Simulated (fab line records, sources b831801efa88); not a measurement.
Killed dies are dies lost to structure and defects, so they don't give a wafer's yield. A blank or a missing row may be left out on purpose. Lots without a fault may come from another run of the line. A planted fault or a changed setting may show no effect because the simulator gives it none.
Chamber matching | flow sky130 | SKY_CONTACT_CMP_27 on cmp-01: 4 sister chambers
The step polishes, stops on SiO2, t overpolish 15 s, target thk 0 nm. 7 wafers are shown with their chamber, then 7 later ones without.

WAFERS WITH THEIR CHAMBER
wafer  | chamber | motor_current_A (A) | time_to_endpoint_s (s)
L306.5 | 1       | 10.1                | 77
L316.6 | 1       | 10.8                | 74
L317.1 | 3       | 8.8                 | 83
L317.4 | 0       | 12.7                | 75
L317.5 | 2       | 11.8                | 83
L318.2 | 2       | 11.9                | 82
L318.4 | 3       | 8.7                 | 81

WAFERS WITHOUT THEIR CHAMBER
wafer  | motor_current_A (A) | time_to_endpoint_s (s)
L318.6 | 8.7                 | 82
L320.1 | 8.8                 | 86
L320.2 | 10.4                | 81
L320.6 | 8.9                 | 88
L323.1 | 10.6                | 78
L323.5 | 12.1                | 86
L323.6 | 10.1                | 75

WHICH CHAMBER EACH WENT THROUGH
wafer  | from the rows above     | in truth
L318.6 | 3                       | 3
L320.1 | 3                       | 3
L320.2 | can't be placed: 1 or 2 | 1
L320.6 | 3                       | 3
L323.1 | 1                       | 1
L323.5 | 2                       | 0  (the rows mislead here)
L323.6 | 1                       | 1
Placed correctly: 5 of 7. Can't be placed from these rows: 1 (the true chamber is among the candidates in 1). Placed wrongly: 1.
How it was worked out, from the rows above alone: a wafer's distance from a chamber is the root of the sum, over the readings, of the square of ((its reading less the chamber's mean) divided by the reading's scatter). The wafer belongs to the nearest chamber; if the next one is less than 2 further off, it can't be placed. A chamber's mean is the mean of its shown wafers. The scatter: the root of (the sum of the squares of (reading less its chamber's mean) over the shown wafers, divided by (wafers less chambers)).
